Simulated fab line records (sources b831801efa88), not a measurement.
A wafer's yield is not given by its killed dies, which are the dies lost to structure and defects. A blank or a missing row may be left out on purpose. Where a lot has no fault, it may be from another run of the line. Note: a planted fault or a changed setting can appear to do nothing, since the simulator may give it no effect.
Problem report, 8D (eight disciplines) form, completed by code + flow sky130 + the parts of the form that need people (team, actions taken, sign-off) are left out

1. WHAT IS WRONG
PASSIVATION_CVD_02_THK at SKY_PASSIVATION_THK_MEAS_03 reads a mean of 462 nm on 1 wafer of 1 lot; wafers without a fault read 540 nm with a standard deviation of 6.6. Measured from the usual mean, that is -12 standard deviations.
First observed at day 46 16:38: wafer L635.2, on film_metro-03. Wafers with a number at this step in the record: 33, from 11 lots. Rule for "out", or "out of limits": more than 4 standard deviations from the usual mean. Any other wafer with a number is counted as sound.

2. WHAT IT IS; WHAT IT IS NOT
| question                    | is                     | is not                                                                                       |
|-----------------------------|------------------------|----------------------------------------------------------------------------------------------|
| which readings at this step | PASSIVATION_CVD_02_THK | -                                                                                            |
| which lots                  | L635                   | L629, L630, L631, L632, L633, L644, L645, L647, L648, L649                                   |
| which wafers of those lots  | L635.2                 | L635.5, L635.6                                                                               |
| read on which gauges        | film_metro-03          | film_metro-02, film_metro-04                                                                 |
| when                        | from day 46 16:38      | up to then (17 sound wafers); but 15 sound wafers of L644, L645, L647, L648, L649 came after |

3. THE SUSPECTS, EACH WITH WHAT RULES IT OUT
Counting: a tool at a process step up to the reading stays a suspect if it ran every lot that is out. Sound lots after the first of them don't rule it out here, since some wafers of a struck lot are sound.
- the gauge at SKY_PASSIVATION_THK_MEAS_03 has been ruled out. All the wafers that are out were read on film_metro-03, but those of them that SKY_PASSIVATION_ETCH_11 has rows for are out there too, on other tools.
- rie_diel-02 at SKY_VIA4_ETCH_12 (etches SiO2 in C4F8/O2/Ar, stops on TiN, target depth 580 nm): kept. L635, the lot that is out, went through it at day 45 17:35; up to then, the latest sound lot through it was L632 at day 44 11:38.
- cvd_w-02 at SKY_VIA4_CVD_18 (deposits W, target thk 505 nm, time 152.14 s): kept. L635, the lot that is out, went through it at day 45 18:19; up to then, the latest sound lot through it was L631 at day 44 07:26.
- pecvd-03 at SKY_PASSIVATION_CVD_02 (deposits Si3N4, target thk 540 nm): kept. L635, the lot that is out, went through it at day 46 16:24; up to then, the latest sound lot through it was L633 at day 45 16:30.
- In pecvd-03 at SKY_PASSIVATION_CVD_02, the wafers that are out were processed in chamber 0 and their sound lot-mates in chambers 1, 2.
After the count, these remain: rie_diel-02 at SKY_VIA4_ETCH_12, cvd_w-02 at SKY_VIA4_CVD_18 and pecvd-03 at SKY_PASSIVATION_CVD_02.

4. THE CAUSE (what the simulator had put in)
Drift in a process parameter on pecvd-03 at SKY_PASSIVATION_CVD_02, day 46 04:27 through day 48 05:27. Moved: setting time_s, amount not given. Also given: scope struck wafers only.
This tool is one of the 3 suspects left after counting.

5. THE EFFECT CHAIN, in route order
Each row: a reading where the mean over the struck wafers with a number is more than 3 standard deviations away from the usual. Only readings for which the record gives a usual standard deviation are gone through. hours: the time from each lot's start at the first step in this table that gives one to its start at this step, as a median over the lots. sigmas: the change in usual standard deviations.
| hours | step                        | reading                | usual      | on struck wafers | change | sigmas |
|-------|-----------------------------|------------------------|------------|------------------|--------|--------|
| 0     | SKY_PASSIVATION_THK_MEAS_03 | PASSIVATION_CVD_02_THK | 540 nm     | 462              | -78    | -12    |
| 19    | SKY_PASSIVATION_ETCH_11     | oes_product_au         | 0.978 a.u. | 0.908            | -0.070 | -11    |
Here are the process steps it includes:
- SKY_PASSIVATION_ETCH_11: etches the open film in CF4/O2, stops on AlCu, target depth 725 nm, time 161.1 s.

6. HOW IT WOULD HAVE BEEN CAUGHT EARLIER
12 hours passed between the start of the fault at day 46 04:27 and the first reading out of limits at a measuring or inspecting step in this record, taken at day 46 16:38.
Tool readings at SKY_PASSIVATION_CVD_02 with a usual standard deviation given in the record: none out on any struck wafer, hence no alarm at a limit of 4 standard deviations on them.
All the lots that are out (1) had begun SKY_PASSIVATION_CVD_02 on pecvd-03 by day 46 16:38. A hold on the tool at that time would have spared none of them.
